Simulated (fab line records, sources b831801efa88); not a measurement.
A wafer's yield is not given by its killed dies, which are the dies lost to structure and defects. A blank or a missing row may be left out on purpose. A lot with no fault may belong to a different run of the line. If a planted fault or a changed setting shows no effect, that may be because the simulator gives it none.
8D (eight disciplines) problem report, filled in by code | flow sky130 | the parts of the form that need people (team, actions taken, sign-off) are left out

== 1. THE PROBLEM ==
spikeTcLowerC at SKY_GATE_OXIDE_OXIDATION_16 reads a mean of 765.3 C on 6 wafers of 2 lots; wafers without a fault read 801.2 C with a standard deviation of 1.3. That puts it -28 standard deviations away from the usual mean.
The step: stabilise 600 s, purge 300 s, target thk 3.57 nm.
First seen on wafer L960.1, day 18 14:29, on furnace-02. The record holds 18 wafers of 6 lots with a number at this step. Rule for "out", or "out of limits": more than 4 standard deviations from the usual mean. The other wafers with a number count as sound.

== 2. WHAT IT IS; WHAT IT IS NOT ==
question                    | is                                                                       | is not
which readings at this step | spikeTcLowerC, zonePowerBottomPct, zonePowerCentrePct, zonePowerLowerPct | -
which lots                  | L960, L962                                                               | L956, L958, L961, L967
which wafers of those lots  | all that have a number                                                   | -
read on which tools         | furnace-02                                                               | furnace-01
when                        | from day 18 14:29                                                        | up to then (6 sound wafers); but 6 sound wafers of L961, L967 came after

== 3. WHAT RULES OUT EACH SUSPECT ==
Counting: a tool stays on the suspect list if, at a process step up to the reading, it processed all lots that are out and no sound lot following the first of them.
- furnace-02 at SKY_GATE_OXIDE_OXIDATION_16 (stabilise 600 s, purge 300 s, target thk 3.57 nm): kept. All lots that are out passed through it, beginning with L960 at day 18 14:29, and no sound lot followed; its final sound lot before that point was L956 at day 16 11:55. Out on those wafers are its own readings of spikeTcLowerC, zonePowerBottomPct, zonePowerCentrePct, zonePowerLowerPct.
Remaining after the count: furnace-02 at SKY_GATE_OXIDE_OXIDATION_16.

== 4. THE CAUSE (what the simulator had put in) ==
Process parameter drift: furnace-02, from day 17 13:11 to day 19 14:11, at SKY_GATE_OXIDE_OXIDATION_16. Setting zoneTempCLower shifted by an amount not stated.
After counting, this tool was the only one left.

== 5. THE EFFECT CHAIN, in route order ==
Each row: a reading whose mean over the struck wafers that have a number lies more than 3 standard deviations from the usual. Only readings for which the record gives a usual standard deviation are gone through. hours: the time from each lot's start at the first step in this table that gives one to its start at this step, as a median over the lots. sigmas: the change in usual standard deviations.
hours | step                        | reading            | usual   | on struck wafers | change | sigmas
0     | SKY_GATE_OXIDE_OXIDATION_16 | spikeTcBottomC     | 818.6 C | 825.8            | +7.2   | +3.6
0     | SKY_GATE_OXIDE_OXIDATION_16 | spikeTcCentreC     | 800.5 C | 805.3            | +4.8   | +4.4
0     | SKY_GATE_OXIDE_OXIDATION_16 | spikeTcLowerC      | 801.2 C | 765.3            | -35.9  | -28
0     | SKY_GATE_OXIDE_OXIDATION_16 | zonePowerBottomPct | 24.1 %  | 28.2             | +4.1   | +4.3
0     | SKY_GATE_OXIDE_OXIDATION_16 | zonePowerCentrePct | 15.2 %  | 21.3             | +6.1   | +7.9
0     | SKY_GATE_OXIDE_OXIDATION_16 | zonePowerLowerPct  | 13.7 %  | 2.7              | -11.0  | -6.9
Process steps it contains:
- SKY_GATE_OXIDE_OXIDATION_16: stabilise 600 s, purge 300 s, target thk 3.57 nm.

== 6. WHAT WOULD HAVE CAUGHT IT SOONER ==
In this record the first reading out of limits was taken at day 18 14:29, 25 hours after the fault began at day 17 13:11.
